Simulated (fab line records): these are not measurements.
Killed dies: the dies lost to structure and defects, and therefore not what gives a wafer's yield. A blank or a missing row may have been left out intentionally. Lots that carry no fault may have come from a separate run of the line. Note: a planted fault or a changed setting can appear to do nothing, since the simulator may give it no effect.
fab line records | flow sky130
record lots=6 | wafers=18 | lastDay=50
route steps=708 shown SONOS_ONO@171 PAD_OPEN@708
lots untouched by any fault: they come from a run of this same line in which no faults occurred
startH: start of the lot's first displayed wafer, in hours after the record's first day | waitH: how many hours have passed since the lot's step before this one | " repeats the value in the row above | L1.1+2: several wafers, shown together as one row | - value missing, or start not given | * or withheld: withheld | < > ~ a bound
route shown NAME@n: a module of which the file shows steps, and the number in the route of the first | usual: the fault-free wafers' mean and standard deviation | same: alike in all rows | chamber/n: place in a boat | sites: per-site readings | _std_site: their standard deviation | _edge_site: inner sites' mean taken away from outer sites' mean | radiusMm: for every site, how far away it sits from the centre of the wafer | mask NAME#n: copy n | behind: the most recent tool/chamber to have shaped the wafer | hold: reason for holding the lot/hours on hold/outcome of the hold | device: the n, p or np transistor that did not switch | end of line: the route-end tests of the same wafers | a step with no rows: only its recipe | killed: the dies lost at the first sort to structure and to defects; this is not the yield of the wafer | map: shows each die of a wafer: x if killed, . if not, _ if none is there
set.NAME: the setting as run; set.NAME@STEP: as run at that earlier step | model.NAME: the simulator's own value behind a step, which no gauge read
lots at some steps of the route; a table a step, a row a wafer
services: when a tool's chamber went out of use (startH, in hours from the record's first day, below 0 if earlier), for how many hours, and the reason
## steps
# step SKY_SONOS_ONO_THK_MEAS_03
# recipe reads=Si3N4_of_SONOS_ONO_CVD_02
# usual SONOS_ONO_CVD_02_THK=10.52/0.12
lot.wafer | tool         | chamber | startH | waitH | SONOS_ONO_CVD_02_THK[nm]
L165.2    | filmMetro-02 | -       | 261.57 | 0.0   | 10.67
L165.4    | "            | -       | "      | "     | 10.69
L165.5    | "            | -       | "      | "     | 10.71
L170.1    | filmMetro-04 | -       | 296.87 | 0.0   | 10.80
L170.5    | "            | -       | "      | "     | 10.60
L170.6    | "            | -       | "      | "     | 10.68
L171.4    | filmMetro-04 | -       | 305.74 | 0.0   | 10.55
L171.5    | "            | -       | "      | "     | 10.64
L171.6    | "            | -       | "      | "     | 10.76
L179.2    | filmMetro-02 | -       | 362.99 | 0.0   | 10.42
L179.5    | "            | -       | "      | "     | 10.30
L179.6    | "            | -       | "      | "     | 10.45
L186.1    | filmMetro-03 | -       | 423.58 | 0.0   | 10.38
L186.4    | "            | -       | "      | "     | 10.51
L186.5    | "            | -       | "      | "     | 10.59
L187.2    | filmMetro-02 | -       | 426.77 | 0.0   | 10.40
L187.4    | "            | -       | "      | "     | 10.52
L187.6    | "            | -       | "      | "     | 10.27
# step SKY_SONOS_ONO_CVD_04
# recipe material=SiO2 | precursor=SiH4/N2O | targetThkNm=5.7199 | tempC=900 | pressureMtorr=400
# step SKY_SONOS_ONO_THK_MEAS_05
# recipe reads=SiO2_of_SONOS_ONO_CVD_04
# usual SONOS_ONO_CVD_04_THK=5.75/0.12
lot.wafer | tool         | chamber | startH | waitH | SONOS_ONO_CVD_04_THK[nm]
L165.2    | filmMetro-03 | -       | 262.88 | 0.0   | 5.80
L165.4    | "            | -       | "      | "     | 5.63
L165.5    | "            | -       | "      | "     | 5.76
L170.1    | filmMetro-04 | -       | 298.18 | 0.0   | 5.77
L170.5    | "            | -       | "      | "     | 5.78
L170.6    | "            | -       | "      | "     | 5.76
L171.4    | filmMetro-03 | -       | 307.05 | 0.0   | 5.80
L171.5    | "            | -       | "      | "     | 5.81
L171.6    | "            | -       | "      | "     | 5.74
L179.2    | filmMetro-04 | -       | 364.30 | 0.0   | 5.86
L179.5    | "            | -       | "      | "     | 5.85
L179.6    | "            | -       | "      | "     | 5.98
L186.1    | filmMetro-02 | -       | 425.51 | 0.0   | 5.69
L186.4    | "            | -       | "      | "     | 5.60
L186.5    | "            | -       | "      | "     | 5.61
L187.2    | filmMetro-02 | -       | 428.70 | 0.0   | 5.55
L187.4    | "            | -       | "      | "     | 5.69
L187.6    | "            | -       | "      | "     | 5.56
# step SKY_SONOS_ONO_DEHYDRATE_06
# recipe tempC=200 | timeS=60
# step SKY_SONOS_ONO_HMDS_07
# recipe primeTimeS=60 | primeTempC=120
# step SKY_SONOS_ONO_COAT_08
# recipe resist=NOVOLAK | spinRpm=3000 | resistThkNm=1140
# step SKY_SONOS_ONO_SOFTBAKE_09
# recipe tempC=90 | timeS=60 | resist=NOVOLAK
# step SKY_SONOS_ONO_EXPOSE_10
# recipe maskId=ONOM | targetCdNm=410 | na=0.6 | sourceShape=conventional | sigmaOuter=0.6 | doseMj=150
# step SKY_SONOS_ONO_PEB_11
# recipe tempC=withheld | timeS=* | resist=NOVOLAK
# step SKY_SONOS_ONO_DEVELOP_12
# recipe developTimeS=60 | devTempC=23
# step SKY_SONOS_ONO_CD_MEAS_13
# recipe targetCdNm=410
# usual cdNm=410.5/2.4
lot.wafer | tool     | chamber | startH | waitH | cdNm
L165.2    | cdSem-02 | -       | 285.71 | 0.1   | 408.8
L165.4    | "        | -       | "      | "     | 410.1
L165.5    | "        | -       | "      | "     | 409.1
L170.1    | cdSem-02 | -       | 324.11 | 0.1   | 409.7
L170.5    | "        | -       | "      | "     | 408.1
L170.6    | "        | -       | "      | "     | 409.1
L171.4    | cdSem-02 | -       | 332.72 | 0.1   | 409.8
L171.5    | "        | -       | "      | "     | 408.9
L171.6    | "        | -       | "      | "     | 407.6
L179.2    | cdSem-02 | -       | 392.33 | 0.1   | 411.5
L179.5    | "        | -       | "      | "     | 410.5
L179.6    | "        | -       | "      | "     | 410.4
L186.1    | cdSem-02 | -       | 456.14 | 0.1   | 411.1
L186.4    | "        | -       | "      | "     | 410.8
L186.5    | "        | -       | "      | "     | 412.1
L187.2    | cdSem-02 | -       | 459.71 | 0.1   | 413.4
L187.4    | "        | -       | "      | "     | 414.7
L187.6    | "        | -       | "      | "     | 412.5
# step SKY_SONOS_ONO_OVL_MEAS_14
# usual SONOS_ONO_OVL=-0.5/1.6
lot.wafer | tool       | chamber | startH | waitH | SONOS_ONO_OVL[nm]
L165.2    | overlay-01 | -       | 285.82 | 0.1   | -1.0
L165.4    | "          | -       | "      | "     | -2.8
L165.5    | "          | -       | "      | "     | -2.4
L170.1    | overlay-01 | -       | 324.23 | 0.1   | -2.1
L170.5    | "          | -       | "      | "     | -3.9
L170.6    | "          | -       | "      | "     | -2.6
L171.4    | overlay-02 | -       | 332.80 | 0.1   | -1.1
L171.5    | "          | -       | "      | "     | -2.3
L171.6    | "          | -       | "      | "     | 0.3
L179.2    | overlay-02 | -       | 392.44 | 0.1   | 2.3
L179.5    | "          | -       | "      | "     | 1.6
L179.6    | "          | -       | "      | "     | 2.7
L186.1    | overlay-02 | -       | 456.26 | 0.1   | 0.4
L186.4    | "          | -       | "      | "     | -0.6
L186.5    | "          | -       | "      | "     | 0.0
L187.2    | overlay-02 | -       | 459.82 | 0.1   | 0.5
L187.4    | "          | -       | "      | "     | -0.9
L187.6    | "          | -       | "      | "     | -0.5
# step SKY_SONOS_ONO_ETCH_15
# recipe targetDepthNm=19.52 | chemistry=CHF3/O2 | sourceW=600 | biasW=200 | pressureMtorr=40 | chf3FlowSccm=50 | O2_flow_sccm=5 | timeS=7.8
# usual drypumpMotorCurrentA=5.4/0.34 | oesProductAu=0.990/0.011 | throttleValvePct=8.823/0.009
lot.wafer | tool       | chamber | startH | waitH | drypumpMotorCurrentA | oesProductAu | rfHoursCounterH | throttleValvePct | model.etch.depthNm | model.SONOS_ONO.featureDepthNm | model.NOVOLAK_of_SONOS_ONO_COAT_08.thkNm
L165.2    | rieDiel-04 | 2       | 285.85 | 0.0   | 5.8                  | 0.977        | 83              | 8.830            | 18.93              | 18.93                          | 1128
L165.4    | "          | 3       | "      | "     | 5.4                  | 0.981        | 0               | 8.798            | 19                 | 19                             | 1126
L165.5    | "          | 2       | "      | "     | 5.8                  | 0.983        | -               | 8.828            | 18.96              | 18.96                          | 1127
L170.1    | rieDiel-03 | 2       | 324.27 | 0.0   | 5.0                  | 0.991        | 11              | 8.842            | 19.19              | 19.19                          | 1129
L170.5    | "          | 2       | "      | "     | 5.0                  | 0.992        | -               | 8.830            | 8.795              | 8.795                          | 1137
L170.6    | "          | 1       | "      | "     | 5.4                  | 0.993        | -               | 8.824            | 8.777              | 8.777                          | 1138
L171.4    | rieDiel-03 | 1       | 332.82 | 0.0   | 5.4                  | 0.995        | 8               | 8.824            | 19.39              | 19.39                          | 1127
L171.5    | "          | 3       | "      | "     | 6.1                  | 0.988        | -               | 8.822            | 8.682              | 8.682                          | 1134
L171.6    | "          | 2       | "      | "     | 5.0                  | 0.978        | -               | 8.834            | 8.715              | 8.715                          | 1137
L179.2    | rieDiel-02 | 2       | 392.47 | 0.0   | 5.4                  | 0.993        | 22              | 8.829            | 19.32              | 19.32                          | 1118
L179.5    | "          | 1       | "      | "     | 5.6                  | 0.990        | -               | 8.826            | 19.06              | 19.06                          | 1120
L179.6    | "          | 2       | "      | "     | 5.4                  | 0.995        | -               | 8.816            | 19.48              | 19.48                          | 1119
L186.1    | rieDiel-03 | 1       | 456.30 | 0.0   | 5.4                  | 0.990        | 10              | 8.815            | 19.07              | 19.07                          | 1116
L186.4    | "          | 0       | "      | "     | 4.8                  | 0.990        | 63              | 8.825            | 18.99              | 18.99                          | 1121
L186.5    | "          | 2       | "      | "     | 5.0                  | 0.994        | -               | 8.828            | 19.31              | 19.31                          | 1121
L187.2    | rieDiel-03 | 2       | 459.85 | 0.0   | 5.0                  | 0.989        | 13              | 8.830            | 19.13              | 19.13                          | 1123
L187.4    | "          | 1       | "      | "     | 5.4                  | 0.987        | 10              | 8.814            | 19.05              | 19.05                          | 1123
L187.6    | "          | 1       | "      | "     | 5.4                  | 0.978        | -               | 8.833            | 18.99              | 18.99                          | 1120
# step SKY_SONOS_ONO_WET_ETCH_16
# recipe chemistry=dHF | targetDepthNm=14 | dry=n2Spin | target=SiO2 | dilution=100:1 | tempC=25 | timeS=280
# step SKY_SONOS_ONO_STRIP_17
# recipe chemistry=O2/N2 | powerW=1400 | pressureMtorr=1500 | platenTempC=withheld | o2FlowSccm=3000 | n2FlowSccm=300 | overashFraction=0.5
# usual drypumpMotorCurrentA=5.9/0.55 | oesProductAu=0.711/0.0042 | stripTimeToEndpointS=14.10/0.039
lot.wafer | tool           | chamber | startH | waitH | drypumpMotorCurrentA | oesProductAu | rfHoursCounterH | stripTimeToEndpointS
L165.2    | plasmaAsher-01 | 0       | 285.96 | 0.0   | 5.2                  | 0.715        | 17              | 14.16
L165.4    | "              | 0       | "      | "     | 5.2                  | 0.707        | -               | 14.12
L165.5    | "              | 0       | "      | "     | 5.2                  | 0.711        | -               | 14.14
L170.1    | plasmaAsher-03 | 1       | 324.38 | 0.0   | 6.5                  | 0.716        | 49              | 14.17
L170.5    | "              | 0       | "      | "     | 6.3                  | 0.708        | -               | 14.26
L170.6    | "              | 1       | "      | "     | 6.5                  | 0.707        | -               | 14.26
L171.4    | plasmaAsher-03 | 1       | 332.97 | 0.0   | 6.5                  | 0.716        | -               | 14.14
L171.5    | "              | 1       | "      | "     | 6.5                  | 0.714        | -               | 14.22
L171.6    | "              | 0       | "      | "     | 6.3                  | 0.710        | -               | 14.26
L179.2    | plasmaAsher-04 | 1       | 392.57 | 0.0   | 5.2                  | 0.711        | 68              | 14.02
L179.5    | "              | 0       | "      | "     | 6.3                  | 0.707        | -               | 14.04
L179.6    | "              | 1       | "      | "     | 5.2                  | 0.708        | -               | 14.06
L186.1    | plasmaAsher-01 | 1       | 456.41 | 0.0   | 5.7                  | 0.712        | 34              | 14.00
L186.4    | "              | 0       | "      | "     | 5.1                  | 0.717        | -               | 14.07
L186.5    | "              | 1       | "      | "     | 5.7                  | 0.714        | -               | 14.06
L187.2    | plasmaAsher-04 | 1       | 460.06 | 0.0   | 5.2                  | 0.715        | 76              | 14.09
L187.4    | "              | 1       | "      | "     | 5.2                  | 0.708        | -               | 14.10
L187.6    | "              | 1       | "      | "     | 5.2                  | 0.716        | -               | 14.06
# step SKY_SONOS_ONO_WET_ETCH_18
# recipe chemistry=H3PO4 | targetDepthNm=15 | target=Si3N4 | tempC=160 | timeS=172
# step SKY_PAD_OPEN_PROBE_99
# usual killed_at_M0_to_M3=43/6.7 | killed_at_M4_up=3.2/2.1 | killedAtContacts=25/5.9 | killedAtFrontEnd=16/4.7 | killedAtOther=0.3/0.54 | killedDies=87/9.8 | killedOpen=47/6.7 | killedShort=40/6.5
# same grossDies=492 | killedAtBackSide=0
lot.wafer | tool      | chamber | startH  | waitH | killed_at_M0_to_M3 | killed_at_M4_up | killedAtContacts | killedAtFrontEnd | killedAtOther | killedDies | killedOpen | killedShort | model.etest.nfet_16v.rOnOhmUm | model.etest.pfet_16v.rOnOhmUm | model.etest.pfetG5v0d10v5.rOnOhmUm | model.etest.nfetG5v0d10v5.rOnOhmUm | model.etest.nfetG5v0d10v5.driveUaUm | model.etest.tipSonos.rsOhmSq | model.etest.nfet_05v0_nvt.driveUaUm | model.etest.nfet_16v.driveUaUm
L165.2    | prober-02 | -       | 1089.31 | 0.1   | 48                 | 5               | 19               | 8                | 0             | 80         | 50         | 30          | 1.417e+04                     | 1.553e+04                     | 4886                               | 1921                               | 586.3                               | 2790                         | 563.9                               | 216.7
L165.4    | prober-02 | -       | 1089.41 | 0.2   | 41                 | 1               | 18               | 13               | 2             | 75         | 41         | 34          | 1.393e+04                     | 1.494e+04                     | 4780                               | 1868                               | 597.7                               | 2725                         | 575.8                               | 218.7
L165.5    | prober-02 | -       | 1089.46 | 0.2   | 51                 | 2               | 29               | 14               | 1             | 97         | 50         | 47          | 1.415e+04                     | 1.544e+04                     | 4811                               | 1892                               | 601.5                               | 2759                         | 565.5                               | 216.6
L170.1    | prober-01 | -       | 1114.51 | 0.1   | 42                 | 4               | 20               | 16               | 0             | 82         | 47         | 35          | 1.392e+04                     | 1.51e+04                      | 4667                               | 1876                               | 605                                 | 2607                         | 580.2                               | 224
L170.5    | prober-01 | -       | 1114.71 | 0.2   | 36                 | 3               | 26               | 20               | 0             | 85         | 45         | 40          | 1.753e+04                     | 1.616e+04                     | 5323                               | 2423                               | 403                                 | 2777                         | 423.2                               | 133.5
L170.6    | prober-01 | -       | 1114.76 | 0.2   | 41                 | 4               | 33               | 16               | 2             | 96         | 48         | 48          | 1.775e+04                     | 1.635e+04                     | 5386                               | 2430                               | 404.3                               | 2755                         | 427.2                               | 135.6
L171.4    | prober-02 | -       | 1119.39 | 0.2   | 43                 | 2               | 27               | 14               | 0             | 86         | 45         | 40          | 1.429e+04                     | 1.515e+04                     | 4857                               | 1907                               | 592.8                               | 2737                         | 563.5                               | 216.5
L171.5    | prober-02 | -       | 1119.44 | 0.2   | 39                 | 4               | 22               | 24               | 0             | 89         | 42         | 44          | 1.795e+04                     | 1.608e+04                     | 5623                               | 2503                               | 389.7                               | 2893                         | 418.6                               | 130.8
L171.6    | prober-02 | -       | 1119.49 | 0.2   | 42                 | 1               | 22               | 16               | 0             | 81         | 41         | 38          | 1.815e+04                     | 1.617e+04                     | 5550                               | 2491                               | 387.7                               | 2943                         | 417.2                               | 128.7
L179.2    | prober-02 | -       | 1161.45 | 0.1   | 55                 | 6               | 22               | 16               | 0             | 99         | 55         | 44          | 1.417e+04                     | 1.61e+04                      | 4859                               | 1929                               | 595.7                               | 2664                         | 567.6                               | 218.5
L179.5    | prober-02 | -       | 1161.60 | 0.2   | 52                 | 5               | 23               | 14               | 0             | 94         | 50         | 44          | 1.407e+04                     | 1.586e+04                     | 4779                               | 1902                               | 600.9                               | 2683                         | 565.8                               | 219.8
L179.6    | prober-02 | -       | 1161.65 | 0.2   | 57                 | 3               | 23               | 7                | 0             | 90         | 51         | 39          | 1.409e+04                     | 1.668e+04                     | 4758                               | 1895                               | 604.3                               | 2649                         | 571                                 | 222.2
L186.1    | prober-01 | -       | 1197.75 | 0.1   | 52                 | 2               | 23               | 14               | 2             | 93         | 52         | 40          | 1.407e+04                     | 1.525e+04                     | 4710                               | 1882                               | 606.4                               | 2716                         | 579                                 | 222.6
L186.4    | prober-01 | -       | 1197.90 | 0.2   | 41                 | 3               | 19               | 26               | 0             | 89         | 39         | 50          | 1.413e+04                     | 1.498e+04                     | 4816                               | 1905                               | 603.2                               | 2680                         | 573.2                               | 220.2
L186.5    | prober-01 | -       | 1197.95 | 0.2   | 43                 | 1               | 15               | 16               | 1             | 76         | 41         | 35          | 1.421e+04                     | 1.519e+04                     | 4817                               | 1894                               | 609.3                               | 2684                         | 577.3                               | 221.9
L187.2    | prober-02 | -       | 1199.00 | 0.1   | 59                 | 2               | 32               | 10               | 0             | 103        | 56         | 47          | 1.405e+04                     | 1.528e+04                     | 4842                               | 1903                               | 604.2                               | 2609                         | 577                                 | 224.3
L187.4    | prober-02 | -       | 1199.10 | 0.2   | 28                 | 0               | 27               | 14               | 2             | 71         | 35         | 36          | 1.379e+04                     | 1.481e+04                     | 4753                               | 1872                               | 615.8                               | 2588                         | 581.1                               | 225.6
L187.6    | prober-02 | -       | 1199.20 | 0.2   | 37                 | 3               | 25               | 25               | 1             | 91         | 52         | 39          | 1.4e+04                       | 1.514e+04                     | 4761                               | 1880                               | 607.6                               | 2594                         | 581.4                               | 224
# killed by level:class
L165.2 VIA1:geometricParticle:open=13 VIA2:geometricParticle:open=9 CONTACT:geometricParticle:open=9 VIA3:geometricParticle:open=6 LI_CONTACT:geometricParticle:short=4 METAL3:geometricParticle:short=4 METAL1:geometricParticle:open=4 VIA2:geometricParticle:short=4
L165.4 METAL1:geometricParticle:short=9 CONTACT:geometricParticle:open=7 VIA1:geometricParticle:open=6 LI_CONTACT:geometricParticle:open=6 VIA3:geometricParticle:open=5 FIELD_ISO:geometricParticle:short=4 POLY_GATE:geometricParticle:open=4 VIA2:geometricParticle:short=4
L165.5 CONTACT:geometricParticle:open=11 VIA2:geometricParticle:open=10 METAL2:geometricParticle:short=8 LI_CONTACT:geometricParticle:open=6 CONTACT:geometricParticle:short=6 METAL1:geometricParticle:open=6 VIA1:geometricParticle:open=5 METAL3:geometricParticle:short=5
L170.1 VIA1:geometricParticle:open=12 CONTACT:geometricParticle:open=8 LI_CONTACT:geometricParticle:open=6 METAL2:geometricParticle:short=6 POLY_GATE:geometricParticle:open=5 VIA2:geometricParticle:open=5 POLY_GATE:geometricParticle:short=4 VIA3:geometricParticle:open=4
L170.5 VIA1:geometricParticle:open=10 LI_CONTACT:geometricParticle:open=7 CONTACT:geometricParticle:short=7 POLY_GATE:geometricParticle:open=6 VIA1:geometricParticle:short=5 LOCAL_INTERCONNECT:geometricParticle:short=4 CONTACT:geometricParticle:open=4 VIA2:geometricParticle:open=4
L170.6 VIA1:geometricParticle:open=14 CONTACT:geometricParticle:open=12 LI_CONTACT:geometricParticle:open=8 LI_CONTACT:geometricParticle:short=6 VIA1:geometricParticle:short=6 FIELD_ISO:geometricParticle:short=5 POLY_GATE:geometricParticle:short=5 METAL1:geometricParticle:short=5
L171.4 VIA1:geometricParticle:open=14 CONTACT:geometricParticle:short=10 METAL1:geometricParticle:short=9 LI_CONTACT:geometricParticle:open=8 CONTACT:geometricParticle:open=4 VIA3:geometricParticle:open=4 FIELD_ISO:geometricParticle:short=3 POLY_GATE:geometricParticle:short=3
L171.5 VIA1:geometricParticle:open=10 LI_CONTACT:geometricParticle:open=9 FIELD_ISO:geometricParticle:short=7 VIA3:geometricParticle:open=7 VIA1:geometricParticle:short=5 LI_CONTACT:geometricParticle:short=5 METAL1:geometricParticle:short=5 POLY_GATE:geometricParticle:short=4
L171.6 LI_CONTACT:geometricParticle:open=8 METAL1:geometricParticle:short=7 VIA1:geometricParticle:short=7 POLY_GATE:geometricParticle:open=6 VIA1:geometricParticle:open=6 VIA3:geometricParticle:open=6 CONTACT:geometricParticle:open=5 LOCAL_INTERCONNECT:geometricParticle:short=4
L179.2 CONTACT:geometricParticle:open=13 VIA3:geometricParticle:open=10 VIA1:geometricParticle:open=9 VIA2:geometricParticle:open=9 METAL1:geometricParticle:short=8 METAL2:geometricParticle:short=5 FIELD_ISO:geometricParticle:short=4 POLY_CUT:geometricParticle:open=4
L179.5 VIA1:geometricParticle:open=16 CONTACT:geometricParticle:open=12 METAL1:geometricParticle:short=8 METAL2:geometricParticle:short=6 VIA3:geometricParticle:open=6 POLY_GATE:geometricParticle:short=5 VIA2:geometricParticle:open=5 LI_CONTACT:geometricParticle:open=4
L179.6 VIA1:geometricParticle:open=17 CONTACT:geometricParticle:open=9 METAL1:geometricParticle:short=8 LOCAL_INTERCONNECT:geometricParticle:short=7 VIA2:geometricParticle:open=7 LI_CONTACT:geometricParticle:open=6 VIA1:geometricParticle:short=5 METAL2:geometricParticle:short=5
L186.1 VIA1:geometricParticle:open=11 VIA3:geometricParticle:open=10 LI_CONTACT:geometricParticle:open=9 CONTACT:geometricParticle:open=9 METAL2:geometricParticle:short=9 FIELD_ISO:geometricParticle:short=6 VIA1:geometricParticle:short=6 METAL1:geometricParticle:short=5
L186.4 FIELD_ISO:geometricParticle:short=12 VIA3:geometricParticle:open=8 VIA1:geometricParticle:open=7 CONTACT:geometricParticle:open=6 POLY_GATE:geometricParticle:short=5 VIA1:geometricParticle:short=5 VIA3:geometricParticle:short=5 LI_CONTACT:geometricParticle:open=4
L186.5 VIA1:geometricParticle:open=11 METAL2:geometricParticle:short=8 LI_CONTACT:geometricParticle:open=6 CONTACT:geometricParticle:open=5 METAL1:geometricParticle:short=5 FIELD_ISO:geometricParticle:open=4 VIA2:geometricParticle:open=4 VIA3:geometricParticle:open=4
L187.2 VIA1:geometricParticle:open=16 LI_CONTACT:geometricParticle:open=10 CONTACT:geometricParticle:open=10 VIA2:geometricParticle:open=9 METAL2:geometricParticle:short=6 CONTACT:geometricParticle:short=5 METAL1:geometricParticle:short=5 VIA1:geometricParticle:short=5
L187.4 VIA1:geometricParticle:open=10 CONTACT:geometricParticle:open=8 POLY_GATE:geometricParticle:open=5 CONTACT:geometricParticle:short=5 VIA1:geometricParticle:short=5 FIELD_ISO:geometricParticle:short=4 POLY_GATE:geometricParticle:short=4 LI_CONTACT:geometricParticle:open=4
L187.6 LI_CONTACT:geometricParticle:open=11 VIA1:geometricParticle:open=8 VIA2:geometricParticle:open=8 POLY_GATE:geometricParticle:short=7 POLY_GATE:geometricParticle:open=5 VIA1:geometricParticle:short=5 LOCAL_INTERCONNECT:geometricParticle:short=5 CONTACT:geometricParticle:open=5
## services
tool           | chamber | startH | hours | kind
rieDiel-04     | 3       | 265.20 | 4.8   | repair
rieDiel-04     | 3       | 269.98 | -     | clean
rieDiel-04     | 3       | 269.98 | 13.5  | scheduledDown
rieDiel-04     | 3       | 269.98 | 13.5  | ventCycle
rieDiel-04     | 1       | 324.44 | 7.7   | repair
rieDiel-03     | 2       | 347.02 | 6.0   | repair
plasmaAsher-03 | -       | 368.85 | 0.5   | repair
plasmaAsher-03 | -       | 380.14 | 2.0   | repair
rieDiel-02     | 2       | 404.78 | 2.1   | repair
rieDiel-04     | 2       | 410.95 | 5.6   | repair
rieDiel-02     | 0       | 411.01 | 17.9  | repair
rieDiel-03     | 2       | 416.54 | 16.6  | repair
rieDiel-04     | 0       | 445.24 | 3.8   | repair
## key
firstSign step=SKY_SONOS_ONO_STRIP_17 | reading=stripTimeToEndpointS | direction=up | sigmas=3.8 | usual=* | struck=*
effect none on later readings
modelEffect step=SKY_SONOS_ONO_ETCH_15 | value=etch.depthNm | without=19.15 | struck=8.742
modelEffect step=SKY_PAD_OPEN_PROBE_99 | value=etest.nfet_16v.rOnOhmUm | without=1.415e+04 | struck=1.784e+04
metAt SKY_SONOS_ONO_ETCH_15
struckWafers L170.5,L170.6,L171.5,L171.6
testerLeftOut L170,L171
fault kind=processParameterDrift | tool=rieDiel-03 | chamber=- | onsetH=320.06 | steps=SKY_SONOS_ONO_ETCH_15 | channel=timeS | offset=* | shape=step | endH=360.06 | scope=struckWafersOnly | actsIn=* | stated=*
# testerLeftOut: of these lots the tester's yield and bins aren't shown, on N5 and GAA mostly nor the transistor test; their killed dies are dies lost to structure and defects alone, not to doping, threshold or leakage, so they don't give the yield
